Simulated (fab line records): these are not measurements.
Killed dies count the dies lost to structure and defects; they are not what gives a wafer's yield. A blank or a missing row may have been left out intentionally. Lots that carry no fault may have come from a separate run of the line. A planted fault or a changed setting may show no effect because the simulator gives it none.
Chamber matching || flow gf180mcu || GF_CONTACT_CMP_04 on cmp-02 has 4 sister chambers
The step polishes SiO2. 4 wafers are shown with their chamber, then 9 later ones without.

## WAFERS WITH THEIR CHAMBER
{"wafer": "L315.3", "chamber": 1, "motor-current-A (A)": 13.6}
{"wafer": "L318.5", "chamber": 2, "motor-current-A (A)": 12.0}
{"wafer": "L321.1", "chamber": 0, "motor-current-A (A)": 11.9}
{"wafer": "L321.5", "chamber": 3, "motor-current-A (A)": 15.0}

## WAFERS WHOSE CHAMBER IS MISSING
{"wafer": "L322.1", "motor-current-A (A)": 15.4}
{"wafer": "L322.2", "motor-current-A (A)": 13.2}
{"wafer": "L322.3", "motor-current-A (A)": 12.3}
{"wafer": "L323.1", "motor-current-A (A)": 15.3}
{"wafer": "L323.3", "motor-current-A (A)": 11.5}
{"wafer": "L323.6", "motor-current-A (A)": 12.4}
{"wafer": "L325.1", "motor-current-A (A)": 15.6}
{"wafer": "L325.2", "motor-current-A (A)": 13.1}
{"wafer": "L325.4", "motor-current-A (A)": 12.6}

## WHICH CHAMBER EACH ONE RAN IN
{"wafer": "L322.1", "from the rows above": 3, "in truth": 3}
{"wafer": "L322.2", "from the rows above": "can't be placed: 1 or 2", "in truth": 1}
{"wafer": "L322.3", "from the rows above": "can't be placed: 2 or 0", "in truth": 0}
{"wafer": "L323.1", "from the rows above": 3, "in truth": 3}
{"wafer": "L323.3", "from the rows above": "can't be placed: 0 or 2", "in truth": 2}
{"wafer": "L323.6", "from the rows above": "can't be placed: 2 or 0 or 1", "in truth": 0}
{"wafer": "L325.1", "from the rows above": 3, "in truth": 3}
{"wafer": "L325.2", "from the rows above": "can't be placed: 1 or 2 or 0", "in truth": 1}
{"wafer": "L325.4", "from the rows above": "can't be placed: 2 or 0 or 1", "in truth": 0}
Correct placement for 3 of the 9. Unplaceable from these rows: 6, with the true chamber sitting among the candidates in 6. 0 placed wrongly.
How it was worked out, from the rows above alone: a wafer's distance from a chamber is the root of the sum, over the readings, of the square of ((its reading less the chamber's mean) divided by the reading's scatter). The wafer belongs to the nearest chamber; if the next one is less than 2 further off, it can't be placed. A chamber's mean is the mean of its shown wafers. The scatter: with one shown wafer a chamber, the root of the mean of the squares of how far each hidden wafer lies from its nearest shown one.
